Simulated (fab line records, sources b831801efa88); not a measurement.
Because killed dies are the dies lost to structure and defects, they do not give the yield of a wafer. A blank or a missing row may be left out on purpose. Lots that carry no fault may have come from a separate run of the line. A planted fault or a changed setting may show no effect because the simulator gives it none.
Problem report in the 8D (eight disciplines) form, filled by code | flow gf180mcu | the parts of the form that need people (team, actions taken, sign-off) are left out

== 1. WHAT WENT WRONG ==
TOP_METAL_ALCU_RS at GF_TOP_METAL_RS_MEAS_05 reads a mean of 0.02361 ohm/sq on 1 wafer of 1 lot; wafers without a fault read 0.03271 ohm/sq with a standard deviation of 0.00029. That is -31 standard deviations from the usual mean.
The step: measures by four-point-probe.
Seen first at day 31 04:28 on film metro-02, wafer L189.3. The record has a number at this step for 33 wafers belonging to 11 lots. Rule for "out" (also "out of limits"): further than 4 standard deviations from the usual mean. All remaining wafers that have a number are taken as sound.

== 2. WHAT IT IS; WHAT IT IS NOT ==
question                    | is                | is not
which readings at this step | TOP_METAL_ALCU_RS | -
which lots                  | L189              | L177, L178, L179, L180, L182, L184, L186, L195, L198, L199
which wafers of those lots  | L189.3            | L189.1, L189.6
read on which gauges        | film metro-02     | film metro-03, film metro-04
when                        | from day 31 04:28 | up to then (23 sound wafers); but 9 sound wafers of L195, L198, L199 came after

== 3. THE SUSPECTS, EACH WITH WHAT RULES IT OUT ==
Counting: if a tool at a process step up to the reading ran every lot that is out, it stays a suspect. Sound lots after the first of them don't rule it out here, since some wafers of a struck lot are sound.
- the gauge at GF_TOP_METAL_RS_MEAS_05: kept. All the wafers that are out were read on film metro-02, and no step on other tools shows them out.
- pvd sputter-01 at GF_MIM_SPUTTER_09 (material TiN, target thk 35 nm, time 29.2 s): kept. It ran the lot that is out, L189 (day 28 16:47); its last sound lot up to then is L186 (day 27 21:23).
- pvd sputter-01 at GF_TOP_METAL_SPUTTER_02 (material AlCu, target thk 900 nm, time 47.82 s): kept. It ran the lot that is out, L189 (day 31 04:23); its last sound lot up to then is L186 (day 30 09:37).
- pvd sputter-01 at GF_TOP_METAL_SPUTTER_04 (material TiN, target thk 25 nm, time 20.47 s): kept. It ran the lot that is out, L189 (day 31 04:27); its last sound lot up to then is L186 (day 30 09:41).
Left after counting: pvd sputter-01 at GF_MIM_SPUTTER_09, pvd sputter-01 at GF_TOP_METAL_SPUTTER_02, pvd sputter-01 at GF_TOP_METAL_SPUTTER_04, film metro-02 at GF_TOP_METAL_RS_MEAS_05.

== 4. THE CAUSE (what the simulator had put in) ==
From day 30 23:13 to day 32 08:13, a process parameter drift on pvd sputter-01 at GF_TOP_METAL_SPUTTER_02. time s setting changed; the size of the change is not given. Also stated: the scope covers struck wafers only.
4 suspects survive the count, and this tool is in that group.

== 5. THE EFFECT CHAIN, in route order ==
Each row: a reading whose mean over the struck wafers that have a number lies more than 3 standard deviations from the usual. Only readings for which the record gives a usual standard deviation are gone through. hours: the time from each lot's start at the first step in this table that gives one to its start at this step, as a median over the lots. sigmas: the change in usual standard deviations.
hours | step                       | reading            | usual          | on struck wafers | change   | sigmas
0     | GF_TOP_METAL_RS_MEAS_05    | TOP_METAL_ALCU_RS  | 0.03271 ohm/sq | 0.02361          | -0.00910 | -31
0     | GF_TOP_METAL_THK_MEAS_06   | TOP_METAL_ALCU_THK | 901 nm         | 1240             | +339     | +42
18    | GF_TOP_METAL_METAL_ETCH_16 | oes product au     | 0.967 a.u.     | 0.990            | +0.023   | +3.4
Here are the process steps it includes:
- GF_TOP_METAL_METAL_ETCH_16: etches the open film in Cl2/BCl3, stops on SiO2, target depth 1077.5 nm, time 179.6 s.

== 6. WHAT WOULD HAVE CAUGHT IT SOONER ==
In this record the first reading out of limits at a measuring or inspecting step was taken at day 31 04:28, 5 hours after the fault began at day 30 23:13.
Of the tool readings at GF_TOP_METAL_SPUTTER_02 for which the record gives a usual standard deviation, none was out on any struck wafer, so an alarm limit of 4 standard deviations on them would not have fired.
Lots out: 1; all had begun GF_TOP_METAL_SPUTTER_02 on pvd sputter-01 by day 31 04:28. Holding the tool at that point would not have protected any of them.
